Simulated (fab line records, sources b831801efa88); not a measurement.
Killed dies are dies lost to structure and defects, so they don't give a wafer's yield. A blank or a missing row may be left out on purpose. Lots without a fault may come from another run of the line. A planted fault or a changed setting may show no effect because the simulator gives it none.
Chamber matching | flow gf180mcu | GF_V5_ETCH_16 on rie_diel-03: 4 sister chambers
The step etches BARC in N2/H2. 4 wafers are shown with their chamber, then 9 later ones without.

WAFERS WITH THEIR CHAMBER
wafer  | chamber | rf_fwd_power_W (W)
L084.2 | 3       | 494.5
L084.6 | 0       | 492.4
L089.1 | 1       | 489.5
L089.5 | 2       | 494.4

WAFERS WITHOUT THEIR CHAMBER
wafer  | rf_fwd_power_W (W)
L092.3 | 495.6
L092.4 | 488.8
L092.5 | 495.5
L094.2 | 497.7
L094.3 | 493.7
L094.5 | 493.0
L095.4 | 496.3
L095.5 | 492.5
L095.6 | 496.8

WHICH CHAMBER EACH WENT THROUGH
wafer  | from the rows above               | in truth
L092.3 | can't be placed: 3 or 2 or 0      | 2
L092.4 | can't be placed: 1 or 0           | 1
L092.5 | can't be placed: 3 or 2 or 0      | 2
L094.2 | can't be placed: 3 or 2 or 0      | 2
L094.3 | can't be placed: 2 or 3 or 0      | 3
L094.5 | can't be placed: 0 or 2 or 3 or 1 | 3
L095.4 | can't be placed: 3 or 2 or 0      | 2
L095.5 | can't be placed: 0 or 2 or 3 or 1 | 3
L095.6 | can't be placed: 3 or 2 or 0      | 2
Placed correctly: 0 of 9. Can't be placed from these rows: 9 (the true chamber is among the candidates in 9). Placed wrongly: 0.
How it was worked out, from the rows above alone: a wafer's distance from a chamber is the root of the sum, over the readings, of the square of ((its reading less the chamber's mean) divided by the reading's scatter). The wafer belongs to the nearest chamber; if the next one is less than 2 further off, it can't be placed. A chamber's mean is the mean of its shown wafers. The scatter: with one shown wafer a chamber, the root of the mean of the squares of how far each hidden wafer lies from its nearest shown one.
